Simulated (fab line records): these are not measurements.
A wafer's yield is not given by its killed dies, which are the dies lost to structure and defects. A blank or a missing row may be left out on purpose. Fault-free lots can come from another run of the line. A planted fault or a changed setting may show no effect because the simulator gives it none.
Which tool was responsible? ; flow sky130 ; 72 wafers from 24 lots sampled at 6 of the route's 708 steps

== WHAT THE GAUGES READ, wafer by wafer ==
SKY_VIA3_CD_MEAS_12: target cd 200 nm. Usual: cd_nm 199.7 nm, standard deviation 1.3.
lot;measured;on;cd_nm (nm);flag
L074;day 39 12:04;cd_sem-02;199.2 199.9 198.7;
L075;day 39 23:41;cd_sem-02;199.9 199.0 200.0;
L076;day 40 16:12;cd_sem-02;199.5 200.0 200.1;
L077;day 40 20:36;cd_sem-01;200.1 199.9 198.8;
L078;day 41 00:43;cd_sem-01;201.8 201.4 199.2;
L079;day 41 05:22;cd_sem-01;198.3 198.6 198.3;
L080;day 41 15:14;cd_sem-02;202.5 202.8 201.9;
L081;day 41 20:43;cd_sem-02;197.8 198.7 199.4;
L082;day 41 23:00;cd_sem-02;199.1 197.9 198.1;
L083;day 42 08:22;cd_sem-02;200.6 199.7 198.1;
L084;day 43 02:31;cd_sem-01;202.5 202.0 201.9;
L085;day 43 07:08;cd_sem-01;199.8 199.9 201.2;
L086;day 43 10:04;cd_sem-01;201.2 201.8 199.9;
L087;day 43 13:02;cd_sem-02;198.4 198.4 199.2;
L088;day 44 01:46;cd_sem-01;199.8 200.1 199.8;
L089;day 44 05:44;cd_sem-01;196.9 197.5 196.8;
L090;day 44 17:28;cd_sem-01;197.6 197.3 199.3;
L091;day 45 09:20;cd_sem-02;199.3 199.6 200.2;
L092;day 45 09:44;cd_sem-02;200.7 200.5 200.4;
L093;day 45 10:25;cd_sem-02;199.4 197.4 199.0;
L094;day 45 11:13;cd_sem-02;199.8 199.4 200.5;
L095;day 45 17:11;cd_sem-02;201.3 200.5 200.4;
L096;day 45 19:17;cd_sem-01;201.4 201.5 202.1;
L097;day 46 06:19;cd_sem-02;198.3 198.5 198.3;

SKY_VIA4_THK_MEAS_01. Usual: VIA4_HDPCVD_THK 1745 nm, standard deviation 17.
lot;measured;on;VIA4_HDPCVD_THK (nm);flag
L074;day 41 15:29;film_metro-03;1731 1750 1748;
L075;day 42 03:10;film_metro-03;1749 1749 1748;
L076;day 42 18:05;film_metro-01;1720 1755 1731;
L077;day 42 22:58;film_metro-01;1731 1734 1720;
L078;day 43 04:02;film_metro-03;1762 1761 1770;
L079;day 43 08:08;film_metro-03;1708 1719 1734;
L080;day 43 15:57;film_metro-03;1720 1729 1726;
L081;day 43 23:15;film_metro-03;1744 1765 1770;
L082;day 44 00:02;film_metro-03;1748 1736 1737;
L083;day 44 09:38;film_metro-03;1709 1720 1719;
L084;day 45 02:47;film_metro-03;1739 1732 1762;
L085;day 45 06:26;film_metro-01;1763 1750 1758;
L086;day 45 10:08;film_metro-03;1739 1768 1736;
L087;day 45 12:06;film_metro-04;1756 1756 1736;
L088;day 46 00:01;film_metro-04;1749 1728 1738;
L089;day 46 04:12;film_metro-03;1722 1739 1735;
L090;day 46 14:49;film_metro-04;1728 1765 1730;
L091;day 47 07:07;film_metro-01;1728 1726 1736;
L092;day 47 07:26;film_metro-01;1771 1749 1788;
L093;day 47 08:10;film_metro-01;1763 1774 1757;
L094;day 47 08:29;film_metro-03;1738 1748 1772;
L095;day 47 13:59;film_metro-03;1764 1751 1778;
L096;day 47 16:01;film_metro-04;1763 1760 1768;
L097;day 48 02:24;film_metro-04;1751 1736 1740;

== TOOL THAT RAN EACH LOT (tool first, then ch and the chambers of the sampled wafers, then the start) ==
lot;SKY_METAL1_SPUTTER_00;SKY_METAL1_STRIP_20;SKY_METAL2_SPUTTER_02;SKY_VIA2_CVD_21
L074;pvd_sputter-03, day 31 09:24;plasma_asher-02 ch 0,1, day 32 13:28;pvd_sputter-03, day 33 18:35;cvd_w-02 ch 0, day 36 03:43
L075;pvd_sputter-01, day 31 21:56;plasma_asher-02 ch 1, day 33 02:10;pvd_sputter-04, day 34 07:07;cvd_w-02 ch 0,1, day 36 15:54
L076;pvd_sputter-01, day 32 19:03;plasma_asher-01 ch 0,1, day 33 22:56;pvd_sputter-03, day 35 04:05;cvd_w-01 ch 0,1, day 37 11:16
L077;pvd_sputter-03, day 32 22:00;plasma_asher-01 ch 0,1, day 34 02:28;pvd_sputter-04, day 35 08:05;cvd_w-02 ch 0,1, day 37 16:01
L078;pvd_sputter-01, day 33 02:27;plasma_asher-04 ch 0,1, day 34 05:38;pvd_sputter-03, day 35 11:14;cvd_w-01 ch 0,1, day 37 18:50
L079;pvd_sputter-02, day 33 07:25;plasma_asher-01 ch 0,1, day 34 10:55;pvd_sputter-01, day 35 16:56;cvd_w-02 ch 0,1, day 38 00:47
L080;pvd_sputter-02, day 33 18:52;plasma_asher-02 ch 0,1, day 34 23:07;pvd_sputter-01, day 36 04:27;cvd_w-01 ch 0,1, day 38 10:27
L081;pvd_sputter-01, day 33 23:31;plasma_asher-01 ch 0,1, day 35 03:10;pvd_sputter-01, day 36 08:19;cvd_w-02 ch 0,1, day 38 15:16
L082;pvd_sputter-01, day 34 04:42;plasma_asher-01 ch 0,1, day 35 08:46;pvd_sputter-01, day 36 13:51;cvd_w-02 ch 0,1, day 38 19:26
L083;pvd_sputter-02, day 34 14:07;plasma_asher-01 ch 0,1, day 35 17:25;pvd_sputter-03, day 36 23:16;cvd_w-02 ch 0,1, day 39 04:31
L084;pvd_sputter-01, day 35 11:35;plasma_asher-02 ch 0,1, day 36 14:59;pvd_sputter-03, day 37 19:48;cvd_w-02 ch 0,1, day 40 00:35
L085;pvd_sputter-02, day 35 11:56;plasma_asher-02 ch 0,1, day 36 15:46;pvd_sputter-03, day 37 21:19;cvd_w-02 ch 0,1, day 40 01:27
L086;pvd_sputter-03, day 35 19:52;plasma_asher-02 ch 0,1, day 36 22:58;pvd_sputter-03, day 38 03:13;cvd_w-01 ch 0,1, day 40 07:38
L087;pvd_sputter-01, day 35 22:52;plasma_asher-01 ch 0,1, day 37 02:10;pvd_sputter-01, day 38 06:29;cvd_w-02 ch 0,1, day 40 10:42
L088;pvd_sputter-02, day 36 14:25;plasma_asher-02 ch 0,1, day 37 17:38;pvd_sputter-03, day 38 21:53;cvd_w-01 ch 0,1, day 41 01:08
L089;pvd_sputter-02, day 36 19:55;plasma_asher-02 ch 0,1, day 37 22:13;pvd_sputter-04, day 39 02:15;cvd_w-02 ch 0,1, day 41 05:23
L090;pvd_sputter-02, day 37 08:50;plasma_asher-02 ch 0,1, day 38 11:29;pvd_sputter-03, day 39 15:07;cvd_w-02 ch 0,1, day 41 17:50
L091;pvd_sputter-03, day 38 02:03;plasma_asher-01 ch 0,1, day 39 03:36;pvd_sputter-01, day 40 08:02;cvd_w-01 ch 0,1, day 42 10:28
L092;pvd_sputter-01, day 38 04:16;plasma_asher-04 ch 0,1, day 39 05:53;pvd_sputter-03, day 40 09:32;cvd_w-01 ch 0,1, day 42 11:33
L093;pvd_sputter-02, day 38 04:28;plasma_asher-02 ch 0,1, day 39 06:13;pvd_sputter-04, day 40 09:50;cvd_w-02 ch 0, day 42 11:50
L094;pvd_sputter-03, day 38 05:23;plasma_asher-04 ch 0,1, day 39 06:52;pvd_sputter-03, day 40 10:08;cvd_w-02 ch 0,1, day 42 12:52
L095;pvd_sputter-03, day 38 14:07;plasma_asher-02 ch 0,1, day 39 15:49;pvd_sputter-01, day 40 18:47;cvd_w-02 ch 0,1, day 42 19:01
L096;pvd_sputter-03, day 38 15:38;plasma_asher-01 ch 0,1, day 39 16:46;pvd_sputter-03, day 40 20:38;cvd_w-01 ch 0,1, day 42 23:13
L097;pvd_sputter-03, day 39 01:14;plasma_asher-04 ch 0,1, day 40 01:58;pvd_sputter-03, day 41 05:19;cvd_w-01 ch 0,1, day 43 09:14
- SKY_METAL1_SPUTTER_00: material Ti, target thk 15 nm, time 10 s.
- SKY_METAL1_STRIP_20: strips in O2/N2.
- SKY_METAL2_SPUTTER_02: material AlCu, target thk 250 nm, time 13.3 s.
- SKY_VIA2_CVD_21: deposits W, target thk 420 nm, time 126.4 s.

== WHAT THE TOOLS THEMSELVES READ (means of the sampled wafers that have a number; where no wafer has one, the mark that the record gives instead) ==
SKY_METAL1_SPUTTER_00. Usual: throttle_valve_pct 29.7 %, standard deviation 0.93.
lot;tool;throttle_valve_pct (%);flag
L074;pvd_sputter-03;29.8;
L075;pvd_sputter-01;29.3;
L076;pvd_sputter-01;29.5;
L077;pvd_sputter-03;30.8;
L078;pvd_sputter-01;29.7;
L079;pvd_sputter-02;28.9;
L080;pvd_sputter-02;28.9;
L081;pvd_sputter-01;29.5;
L082;pvd_sputter-01;29.7;
L083;pvd_sputter-02;28.6;
L084;pvd_sputter-01;29.3;
L085;pvd_sputter-02;29.5;
L086;pvd_sputter-03;30.7;
L087;pvd_sputter-01;29.2;
L088;pvd_sputter-02;28.7;
L089;pvd_sputter-02;29.0;
L090;pvd_sputter-02;29.2;
L091;pvd_sputter-03;31.3;
L092;pvd_sputter-01;29.3;
L093;pvd_sputter-02;28.9;
L094;pvd_sputter-03;31.2;
L095;pvd_sputter-03;30.5;
L096;pvd_sputter-03;30.4;
L097;pvd_sputter-03;30.7;

SKY_METAL1_STRIP_20. Usual: drypump_motor_current_A 5.9 A, standard deviation 0.49; o2_flow_sccm 3001 sccm, standard deviation 9.3; oes_product_au 0.342 a.u., standard deviation 0.0046; strip_time_to_endpoint_s 2.69 s, standard deviation 0.043.
lot;tool;drypump_motor_current_A (A);o2_flow_sccm (sccm);oes_product_au (a.u.);strip_time_to_endpoint_s (s);flag
L074;plasma_asher-02;6.3;2994;0.343;2.70;
L075;plasma_asher-02;6.3;2987;0.343;2.69;
L076;plasma_asher-01;5.6;2993;0.343;2.75;
L077;plasma_asher-01;5.9;3009;0.344;2.70;
L078;plasma_asher-04;5.1;3007;0.340;2.66;
L079;plasma_asher-01;5.6;2992;0.348;2.73;
L080;plasma_asher-02;6.3;2990;0.341;2.72;
L081;plasma_asher-01;5.6;2998;0.339;2.63;
L082;plasma_asher-01;5.9;2999;0.346;2.74;
L083;plasma_asher-01;5.9;2987;0.341;2.74;
L084;plasma_asher-02;6.3;3000;0.340;2.67;
L085;plasma_asher-02;6.3;3007;0.339;2.68;
L086;plasma_asher-02;6.3;3012;0.336;2.67;
L087;plasma_asher-01;5.6;2998;0.346;2.69;
L088;plasma_asher-02;6.4;3009;0.339;2.66;
L089;plasma_asher-02;6.4;2992;0.344;2.72;
L090;plasma_asher-02;6.4;3008;0.334;2.61;
L091;plasma_asher-01;5.9;3003;0.344;2.68;
L092;plasma_asher-04;5.1;3002;0.349;2.70;
L093;plasma_asher-02;6.3;3000;0.341;2.72;
L094;plasma_asher-04;5.1;3000;0.340;2.66;
L095;plasma_asher-02;6.3;3003;0.344;2.67;
L096;plasma_asher-01;5.9;3002;0.342;2.66;
L097;plasma_asher-04;5.2;3001;0.341;2.70;

SKY_METAL2_SPUTTER_02. Usual: throttle_valve_pct 30.4 %, standard deviation 0.9.
lot;tool;throttle_valve_pct (%);flag
L074;pvd_sputter-03;30.1;
L075;pvd_sputter-04;31.7;
L076;pvd_sputter-03;30.1;
L077;pvd_sputter-04;31.3;
L078;pvd_sputter-03;31.2;
L079;pvd_sputter-01;29.1;
L080;pvd_sputter-01;29.3;
L081;pvd_sputter-01;30.0;
L082;pvd_sputter-01;29.5;
L083;pvd_sputter-03;29.8;
L084;pvd_sputter-03;30.4;
L085;pvd_sputter-03;30.4;
L086;pvd_sputter-03;30.9;
L087;pvd_sputter-01;29.7;
L088;pvd_sputter-03;30.8;
L089;pvd_sputter-04;31.3;
L090;pvd_sputter-03;30.7;
L091;pvd_sputter-01;29.9;
L092;pvd_sputter-03;29.8;
L093;pvd_sputter-04;31.4;
L094;pvd_sputter-03;30.5;
L095;pvd_sputter-01;29.3;
L096;pvd_sputter-03;30.4;
L097;pvd_sputter-03;30.1;

SKY_VIA2_CVD_21. Usual: heater_power_w 811 W, standard deviation 82.
lot;tool;heater_power_w (W);flag
L074;cvd_w-02;712;
L075;cvd_w-02;773;
L076;cvd_w-01;934;
L077;cvd_w-02;763;
L078;cvd_w-01;911;
L079;cvd_w-02;770;
L080;cvd_w-01;945;
L081;cvd_w-02;749;
L082;cvd_w-02;745;
L083;cvd_w-02;734;
L084;cvd_w-02;764;
L085;cvd_w-02;742;
L086;cvd_w-01;901;
L087;cvd_w-02;737;
L088;cvd_w-01;889;
L089;cvd_w-02;745;
L090;cvd_w-02;741;
L091;cvd_w-01;884;
L092;cvd_w-01;874;
L093;cvd_w-02;719;
L094;cvd_w-02;743;
L095;cvd_w-02;762;
L096;cvd_w-01;881;
L097;cvd_w-01;898;

== THE ANSWER, worked out from the rows above alone ==
Rule: a lot counts as off when the mean over its wafers that have a number is more than 3 standard deviations away from the usual mean. Also off: a lot with no number at a reading for which 4 or more lots have one. Any other lot the step has rows for is counted as sound. After the gauges, taken in route order, come the tools' own readings; for these a lot's mean is taken, as printed above. The first step at which some lot is off is used, and at that step the reading that is off furthest; a lot without a number counts as furthest.
Across all readings shown, no lot is off: no conclusion can be drawn from this.

== WHAT WAS PUT IN BY THE SIMULATOR ==
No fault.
